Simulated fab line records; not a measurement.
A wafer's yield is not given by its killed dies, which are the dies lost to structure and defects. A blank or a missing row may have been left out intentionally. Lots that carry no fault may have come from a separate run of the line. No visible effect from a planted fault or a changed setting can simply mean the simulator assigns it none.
Which tool did it? || flow gf180mcu || 12 lots with 35 wafers sampled at 5 steps, on a route of 602 steps

== WHAT EACH GAUGE READ, for each wafer ==
GF_V2_THK_MEAS_01.
{"lot": "L328", "measured": "day 19 06:23", "on": "film metro-04", "V2_CVD_00_THK (nm)": "608 604 599"}
{"lot": "L329", "measured": "day 19 21:01", "on": "film metro-04", "V2_CVD_00_THK (nm)": "592 599 602"}
{"lot": "L330", "measured": "day 20 03:41", "on": "film metro-02", "V2_CVD_00_THK (nm)": "597 602 604"}
{"lot": "L331", "measured": "day 20 15:13", "on": "film metro-02", "V2_CVD_00_THK (nm)": "591 600 599"}
{"lot": "L334", "measured": "day 21 19:57", "on": "film metro-01", "V2_CVD_00_THK (nm)": "613 599 608"}
{"lot": "L335", "measured": "day 22 01:25", "on": "film metro-04", "V2_CVD_00_THK (nm)": "603 600 599"}
{"lot": "L336", "measured": "day 22 06:45", "on": "film metro-02", "V2_CVD_00_THK (nm)": "607 606 602"}
{"lot": "L337", "measured": "day 22 16:46", "on": "film metro-02", "V2_CVD_00_THK (nm)": "591 597 602"}
{"lot": "L340", "measured": "day 23 15:30", "on": "film metro-04", "V2_CVD_00_THK (nm)": "602 598"}
{"lot": "L346", "measured": "day 25 18:44", "on": "film metro-01", "V2_CVD_00_THK (nm)": "595 599 596"}
{"lot": "L348", "measured": "day 26 08:21", "on": "film metro-04", "V2_CVD_00_THK (nm)": "605 592 601"}
{"lot": "L351", "measured": "day 27 09:37", "on": "film metro-02", "V2_CVD_00_THK (nm)": "610 605 606"}

GF_V3_THK_MEAS_01.
{"lot": "L328", "measured": "day 21 09:31", "on": "film metro-02", "V3_CVD_00_THK (nm)": "609 600 596"}
{"lot": "L329", "measured": "day 22 00:56", "on": "film metro-03", "V3_CVD_00_THK (nm)": "615 603 606"}
{"lot": "L330", "measured": "day 22 06:46", "on": "film metro-03", "V3_CVD_00_THK (nm)": "598 606 601"}
{"lot": "L331", "measured": "day 22 17:56", "on": "film metro-04", "V3_CVD_00_THK (nm)": "601 609 609"}
{"lot": "L334", "measured": "day 23 21:13", "on": "film metro-03", "V3_CVD_00_THK (nm)": "609 605 607"}
{"lot": "L335", "measured": "day 24 02:14", "on": "film metro-03", "V3_CVD_00_THK (nm)": "607 604 596"}
{"lot": "L336", "measured": "day 24 07:04", "on": "film metro-03", "V3_CVD_00_THK (nm)": "594 593 595"}
{"lot": "L337", "measured": "day 24 17:04", "on": "film metro-02", "V3_CVD_00_THK (nm)": "601 597 604"}
{"lot": "L340", "measured": "day 25 14:48", "on": "film metro-03", "V3_CVD_00_THK (nm)": "602 606"}
{"lot": "L346", "measured": "day 27 14:49", "on": "film metro-03", "V3_CVD_00_THK (nm)": "601 601 597"}
{"lot": "L348", "measured": "day 28 06:05", "on": "film metro-03", "V3_CVD_00_THK (nm)": "610 618 607"}
{"lot": "L351", "measured": "day 29 05:15", "on": "film metro-02", "V3_CVD_00_THK (nm)": "617 604 605"}

GF_TOP_METAL_CD_MEAS_14 targets a cd of 440 nm.
{"lot": "L328", "measured": "day 28 02:52", "on": "cd sem-02", "cd nm (nm)": "438.9 437.3 438.3"}
{"lot": "L329", "measured": "day 28 14:41", "on": "cd sem-01", "cd nm (nm)": "443.3 441.4 443.2"}
{"lot": "L330", "measured": "day 28 19:50", "on": "cd sem-02", "cd nm (nm)": "444.1 446.1 443.5"}
{"lot": "L331", "measured": "day 29 07:15", "on": "cd sem-02", "cd nm (nm)": "439.7 441.9 441.2"}
{"lot": "L334", "measured": "day 30 05:28", "on": "cd sem-02", "cd nm (nm)": "436.8 437.8 439.6"}
{"lot": "L335", "measured": "day 30 10:00", "on": "cd sem-01", "cd nm (nm)": "439.6 442.2 439.7"}
{"lot": "L336", "measured": "day 30 13:46", "on": "cd sem-01", "cd nm (nm)": "438.0 435.9 404.9 437.8 435.5 405.0"}
{"lot": "L337", "measured": "day 30 22:08", "on": "cd sem-01", "cd nm (nm)": "437.5 439.0 438.6"}
{"lot": "L340", "measured": "day 31 15:04", "on": "cd sem-02", "cd nm (nm)": "437.3 413.2 437.3 413.5"}
{"lot": "L346", "measured": "day 33 06:59", "on": "cd sem-02", "cd nm (nm)": "436.2 437.1 438.2"}
{"lot": "L348", "measured": "day 33 18:32", "on": "cd sem-01", "cd nm (nm)": "442.9 442.3 442.5"}
{"lot": "L351", "measured": "day 34 13:31", "on": "cd sem-01", "cd nm (nm)": "437.2 434.8 435.0"}

== WHICH TOOL RAN EACH LOT (tool, then ch and the chambers of the sampled wafers, then the start) ==
{"lot": "L328", "GF_M4_SPUTTER_01": "pvd sputter-02, day 22 11:40", "GF_TOP_METAL_EXPOSE_11": "iline stepper-01 ch 0, day 27 17:43"}
{"lot": "L329", "GF_M4_SPUTTER_01": "pvd sputter-04, day 23 02:14", "GF_TOP_METAL_EXPOSE_11": "iline stepper-01 ch 0, day 28 05:17"}
{"lot": "L330", "GF_M4_SPUTTER_01": "pvd sputter-03, day 23 07:53", "GF_TOP_METAL_EXPOSE_11": "iline stepper-01 ch 0, day 28 10:17"}
{"lot": "L331", "GF_M4_SPUTTER_01": "pvd sputter-03, day 23 19:05", "GF_TOP_METAL_EXPOSE_11": "iline stepper-01 ch 0, day 28 21:36"}
{"lot": "L334", "GF_M4_SPUTTER_01": "pvd sputter-04, day 24 21:40", "GF_TOP_METAL_EXPOSE_11": "iline stepper-01 ch 0, day 29 20:19"}
{"lot": "L335", "GF_M4_SPUTTER_01": "pvd sputter-04, day 25 02:58", "GF_TOP_METAL_EXPOSE_11": "iline stepper-01 ch 0, day 30 00:45"}
{"lot": "L336", "GF_M4_SPUTTER_01": "pvd sputter-03, day 25 06:58", "GF_TOP_METAL_EXPOSE_11": "iline stepper-01 ch 0, day 30 04:46"}
{"lot": "L337", "GF_M4_SPUTTER_01": "pvd sputter-02, day 25 16:50", "GF_TOP_METAL_EXPOSE_11": "iline stepper-02 ch 0, day 30 12:59"}
{"lot": "L340", "GF_M4_SPUTTER_01": "pvd sputter-02, day 26 13:29", "GF_TOP_METAL_EXPOSE_11": "iline stepper-01 ch 0, day 31 06:27"}
{"lot": "L346", "GF_M4_SPUTTER_01": "pvd sputter-03, day 28 13:19", "GF_TOP_METAL_EXPOSE_11": "iline stepper-02 ch 0, day 32 23:31"}
{"lot": "L348", "GF_M4_SPUTTER_01": "pvd sputter-04, day 29 03:46", "GF_TOP_METAL_EXPOSE_11": "iline stepper-02 ch 0, day 33 11:08"}
{"lot": "L351", "GF_M4_SPUTTER_01": "pvd sputter-04, day 30 01:39", "GF_TOP_METAL_EXPOSE_11": "iline stepper-02 ch 0, day 34 05:44"}
- GF_M4_SPUTTER_01: material TiN, target thk 30 nm, time 25 s.
- GF_TOP_METAL_EXPOSE_11: exposes mask MetalTop, target cd 440 nm.

== AS READ BY THE TOOLS THEMSELVES (means over the sampled wafers that have a number; for cases with no such wafer, the mark the record gives instead) ==
GF_M4_SPUTTER_01.
{"lot": "L328", "tool": "pvd sputter-02", "throttle valve pct (%)": 29.6}
{"lot": "L329", "tool": "pvd sputter-04", "throttle valve pct (%)": 29.5}
{"lot": "L330", "tool": "pvd sputter-03", "throttle valve pct (%)": 28.5}
{"lot": "L331", "tool": "pvd sputter-03", "throttle valve pct (%)": 29.5}
{"lot": "L334", "tool": "pvd sputter-04", "throttle valve pct (%)": 30.1}
{"lot": "L335", "tool": "pvd sputter-04", "throttle valve pct (%)": 30.2}
{"lot": "L336", "tool": "pvd sputter-03", "throttle valve pct (%)": 30.2}
{"lot": "L337", "tool": "pvd sputter-02", "throttle valve pct (%)": 29.7}
{"lot": "L340", "tool": "pvd sputter-02", "throttle valve pct (%)": 29.1}
{"lot": "L346", "tool": "pvd sputter-03", "throttle valve pct (%)": 28.9}
{"lot": "L348", "tool": "pvd sputter-04", "throttle valve pct (%)": 29.5}
{"lot": "L351", "tool": "pvd sputter-04", "throttle valve pct (%)": 29.4}

GF_TOP_METAL_EXPOSE_11.
{"lot": "L328", "tool": "iline stepper-01", "reticle temp C (C)": 23.00}
{"lot": "L329", "tool": "iline stepper-01", "reticle temp C (C)": 22.97}
{"lot": "L330", "tool": "iline stepper-01", "reticle temp C (C)": 22.79}
{"lot": "L331", "tool": "iline stepper-01", "reticle temp C (C)": 23.02}
{"lot": "L334", "tool": "iline stepper-01", "reticle temp C (C)": 22.81}
{"lot": "L335", "tool": "iline stepper-01", "reticle temp C (C)": 23.01}
{"lot": "L336", "tool": "iline stepper-01", "reticle temp C (C)": 22.87}
{"lot": "L337", "tool": "iline stepper-02", "reticle temp C (C)": 23.01}
{"lot": "L340", "tool": "iline stepper-01", "reticle temp C (C)": 22.98}
{"lot": "L346", "tool": "iline stepper-02", "reticle temp C (C)": 23.04}
{"lot": "L348", "tool": "iline stepper-02", "reticle temp C (C)": 23.11}
{"lot": "L351", "tool": "iline stepper-02", "reticle temp C (C)": 22.96}

== THE ANSWER, worked out from the rows above alone ==
Rule: usual is defined by the lots themselves. Put in order of their means at a reading, lots are off if they are a third of the lots or fewer, leave a main group of 4 or more, and stand apart from it by a gap of 3 or more times the standard deviation of the main group's means; of several such gaps the widest counts. A main group whose means are all the same, to the digits that the tables above print for the reading, isn't used. A lot without any number at a reading at which 4 lots or more have one is off too. All remaining lots with rows at the step are treated as sound. First the gauges in route order, then the tools' own readings, where a lot's mean is used as printed above. At the first step where some lot is off, the reading lying furthest off is the one used; lots without a number count as furthest.
Off: L336, L340, at GF_TOP_METAL_CD_MEAS_14 (cd nm). For the main group the mean is 439.9 nm and the standard deviation 2.7.
A tool fits if, at a process step before that reading, it ran every lot that is off, and no sound lot after the first of them. Gauges at GF_TOP_METAL_CD_MEAS_14: tried the same way as those tools. One fits: iline stepper-01 at GF_TOP_METAL_EXPOSE_11. Its last sound lot is L335 (day 30 00:45), its first lot that is off L336 (day 30 04:46): a fault that began between those two fits.

== WHAT THE SIMULATOR PUT IN ==
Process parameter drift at GF_TOP_METAL_EXPOSE_11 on iline stepper-01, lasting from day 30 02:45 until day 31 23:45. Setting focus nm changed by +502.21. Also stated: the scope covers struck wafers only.
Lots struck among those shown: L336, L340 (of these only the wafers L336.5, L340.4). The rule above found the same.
